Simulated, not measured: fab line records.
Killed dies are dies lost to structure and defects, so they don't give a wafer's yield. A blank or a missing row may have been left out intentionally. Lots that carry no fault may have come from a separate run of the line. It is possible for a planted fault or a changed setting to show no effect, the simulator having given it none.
A lot that was struck, set against a sound lot -- flow gf180mcu -- 40 out of 602 route steps
Sound: these wafers, L591.2, L591.5, L591.6. Struck: wafers L597.2, L597.5, L597.6. The cause is given at the end.
Per side, at each step with rows, come the tool, then ch with its chambers, and then its first start. Under that, the readings that differ: sound wafers -- struck wafers -- difference of the means -- sigmas: that difference in standard deviations of wafers without a fault.
alike: words and numbers the same on both sides, and readings whose means are apart by under 2 such deviations; not compared: readings that were withheld, readings missing a value for some wafer, numbers with overlapping values and no deviation given by the record, and bounds like >300 which may hide the same value.
A row with sigmas, a row that says differs or no value, or rows on one side alone: a step with any of these is where the two part. When numbers do not overlap yet have no deviation, they are printed without sigmas and do not part them. A reading that every wafer of one side lacks parts them only if that side has two wafers or more.

GF_V4_RS_MEAS_24: the measuring method here is four-point-probe.
  sound on film_metro-03, day 27 19:28; struck on film_metro-01, day 29 12:41
  alike: V4_W_RS
GF_V4_THK_MEAS_25: measures by xrf.
  sound on film_metro-03, day 27 19:35; struck on film_metro-01, day 29 12:48
reading,sound,struck,difference,sigmas
V4_W_THK (nm),381 382 379,360 356 359,-22,-3
then, 3 steps without rows for these wafers: GF_V4_CMP_26 (polishes, stops on SiO2, t overpolish 15 s, target thk 0 nm); GF_MIM_SPUTTER_00 (material Ti, target thk 37.5 nm, time 150 s); GF_MIM_SPUTTER_01 (material TiN, target thk 30 nm, time 25 s).
GF_MIM_SPUTTER_02: material AlCu, target thk 450 nm, time 23.9 s.
  sound on pvd_sputter-03, day 27 20:04; struck on pvd_sputter-04, day 29 13:17
  alike: throttle_valve_pct
then, 2 steps without rows for these wafers: GF_MIM_SPUTTER_03 (material Ti, target thk 10 nm, time 6.7 s); GF_MIM_SPUTTER_04 (material TiN, target thk 50 nm, time 41.7 s).
GF_MIM_CVD_05: deposits Si3N4, target thk 42 nm, time 29.086 s.
  sound on pecvd-04 ch 0,1,2, day 27 20:09; struck on pecvd-04 ch 0,1,2, day 29 13:22
  alike: heater_power_w
  not compared: since_wet_clean_h
GF_MIM_THK_MEAS_06:
  sound on film_metro-04, day 27 20:11; struck on film_metro-01, day 29 13:25
  alike: MIM_CVD_05_THK
GF_MIM_SPUTTER_07: material TiN, target thk 60 nm, time 50 s.
  sound on pvd_sputter-04, day 27 20:14; struck on pvd_sputter-01, day 29 13:28
  alike: throttle_valve_pct
then, 1 step without rows for these wafers: GF_MIM_SPUTTER_08 (material AlCu, target thk 200 nm, time 10.6 s).
GF_MIM_SPUTTER_09: material TiN, target thk 35 nm, time 29.2 s.
  sound on pvd_sputter-04, day 27 20:19; struck on pvd_sputter-01, day 29 13:32
reading,sound,struck,difference,sigmas
model.TiN_of_MIM_SPUTTER_09.thk_nm (nm),34.7 34.73 35.39,27.18 26.86 27.44,-7.78,
  alike: throttle_valve_pct
GF_MIM_RS_MEAS_10: the measuring method here is four-point-probe.
  sound on film_metro-02, day 27 20:22; struck on film_metro-01, day 29 13:35
  alike: MIM_ALCU_RS
GF_MIM_THK_MEAS_11: measures by xrf.
  sound on film_metro-02, day 27 20:28; struck on film_metro-01, day 29 13:41
  alike: MIM_ALCU_THK
then, 7 steps without rows for these wafers: GF_MIM_DEHYDRATE_12 (time 60 s); GF_MIM_HMDS_13 (prime time 60 s); GF_MIM_COAT_14 (resist thk 1000 nm); GF_MIM_SOFTBAKE_15 (time 60 s); GF_MIM_EXPOSE_16 (exposes mask FuseTop, target cd 2000 nm); GF_MIM_PEB_17; GF_MIM_DEVELOP_18 (develop time 60 s).
GF_MIM_METAL_ETCH_19: etches the open film in Cl2/BCl3, stops on Si3N4, target depth 324.5 nm, time 54.1 s.
  sound on rie_metal-04 ch 0,1, day 28 16:16; struck on rie_metal-03 ch 0,1, day 30 08:37
reading,sound,struck,difference,sigmas
oes_product_au (a.u.),0.949 0.946 0.950,0.932 0.923 0.933,-0.019,-3
  alike: bcl3_flow_sccm, drypump_motor_current_A, throttle_valve_pct
  not compared: rf_hours_counter_h
then, 10 steps without rows for these wafers: GF_MIM_STRIP_20 (strips in O2/N2); GF_MIM_STRIP_21 (strips in post etch residue remover, time 1200 s); GF_MIM_CLEAN_22 (cleans in DIW); GF_M5_DEHYDRATE_00 (time 60 s); GF_M5_HMDS_01 (prime time 60 s); GF_M5_COAT_02 (resist thk 1000 nm); GF_M5_SOFTBAKE_03 (time 60 s); GF_M5_EXPOSE_04 (exposes mask Metal5, target cd 280 nm); GF_M5_PEB_05 (peb time 90 s); GF_M5_DEVELOP_06 (develop time 60 s).
GF_M5_CD_MEAS_07: the cd target is 280 nm.
  sound on cd_sem-02, day 29 11:59; struck on cd_sem-02, day 31 02:44
  alike: cd_nm
GF_M5_OVL_MEAS_08:
  sound on overlay-02, day 29 12:05; struck on overlay-02, day 31 02:50
reading,sound,struck,difference,sigmas
M5_OVL (nm),-7 -4 -9,9 13 10,+17,+3
GF_M5_ETCH_09: etches Si3N4 in CF4/O2, target depth 52 nm, time 11.6 s.
  sound on rie_diel-01 ch 2,3, day 29 12:07; struck on rie_diel-04 ch 0,1,3, day 31 02:52
  alike: O2_flow_sccm, drypump_motor_current_A, oes_product_au, throttle_valve_pct
  not compared: rf_hours_counter_h
then, 2 steps without rows for these wafers: GF_M5_METAL_ETCH_10 (etches the open film in Cl2/BCl3, stops on SiO2, target depth 627.5 nm, time 104.6 s); GF_M5_STRIP_11 (strips in O2/N2).
GF_M5_STRIP_12: strips in post etch residue remover, time 1200 s.
  sound on wet_bench-02 ch 2, day 29 12:28; struck on wet_bench-03 ch 1, day 31 03:07
reading,sound,struck,difference,sigmas
model.TiN_of_MIM_SPUTTER_09.thk_nm (nm),33.85 33.88 34.54,26.34 26.02 26.61,-7.77,
then, 1 step without rows for these wafers: GF_M5_CLEAN_13 (cleans in DIW).

WHERE THEY PART
Earliest at GF_V4_THK_MEAS_25; latest, in this record, at GF_M5_OVL_MEAS_08. Later steps at which nothing parts them and some readings are alike: GF_M5_ETCH_09.

WHY: what had been put in by the simulator
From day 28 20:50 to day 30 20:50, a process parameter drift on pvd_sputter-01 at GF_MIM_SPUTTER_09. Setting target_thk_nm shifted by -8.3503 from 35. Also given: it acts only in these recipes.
